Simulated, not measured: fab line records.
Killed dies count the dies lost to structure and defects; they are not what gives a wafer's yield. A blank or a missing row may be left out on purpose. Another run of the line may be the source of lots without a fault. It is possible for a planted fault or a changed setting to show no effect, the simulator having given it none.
2 desks, one fault + flow sky130 + what lay behind the numbers comes last; until then each desk has only its own

== FOR THE TOOL OWNER'S DESK: cvd-w-01 ==
The tool's own readings at SKY_CONTACT_CVD_24 (deposits W, target thk 340 nm, time 102.12 s): means of the sampled wafers that have a number, for each lot that ran on this tool. If a lot's mean is further than 4 standard deviations from the usual mean, the lot is out of limits and carries the mark OUT (the distance appears in the brackets).
Columns: A = heater-power-w at SKY_CONTACT_CVD_24, usual 806 W
| lot  | first seen here | A   |
|------|-----------------|-----|
| L704 | day 32 14:31    | 842 |
| L705 | day 32 21:28    | 905 |
| L706 | day 33 05:33    | 904 |
| L707 | day 33 14:28    | 900 |
| L709 | day 34 12:52    | 907 |
| L716 | day 36 09:56    | 861 |
| L717 | day 36 17:20    | 923 |
This desk's verdict: no lot among the 7 shows anything out of limits.

== FROM THE METROLOGY DESK ==
What the gauges read, lot by lot, whatever tool the lot ran on: means of the sampled wafers that have a number. If a lot's mean is further than 4 standard deviations from the usual mean, the lot is out of limits and carries the mark OUT (the distance appears in the brackets).
Columns: A = cd-nm at SKY_METAL4_CD_MEAS_13, usual 300.0 nm; B = VIA4_W_RS at SKY_VIA4_RS_MEAS_19, usual 0.2258 ohm/sq
| lot  | first seen here | A     | B      |
|------|-----------------|-------|--------|
| L701 | day 42 00:05    | 299.2 | 0.2242 |
| L702 | day 42 04:31    | 299.3 | 0.2253 |
| L703 | day 42 08:13    | 301.2 | 0.2260 |
| L704 | day 42 13:40    | 300.7 | 0.2264 |
| L705 | day 42 21:59    | 300.5 | 0.2262 |
| L706 | day 43 04:49    | 299.5 | 0.2250 |
| L707 | day 43 11:30    | 300.9 | 0.2261 |
| L709 | day 44 07:22    | 301.7 | 0.2264 |
| L716 | day 45 22:39    | 300.2 | 0.2259 |
| L717 | day 46 01:20    | 301.2 | 0.2264 |
| L718 | day 46 10:06    | 298.7 | 0.2246 |
| L720 | day 46 16:48    | 300.4 | 0.2262 |
| L722 | day 47 07:56    | 299.6 | 0.2265 |
This desk's verdict: no lot among the 13 shows anything out of limits.

== BROUGHT TOGETHER ==
Nothing out of limits was seen by the tool owner's desk.
At the metrology desk, nothing out of limits was observed.

== WHAT THE SIMULATOR HAD INSERTED ==
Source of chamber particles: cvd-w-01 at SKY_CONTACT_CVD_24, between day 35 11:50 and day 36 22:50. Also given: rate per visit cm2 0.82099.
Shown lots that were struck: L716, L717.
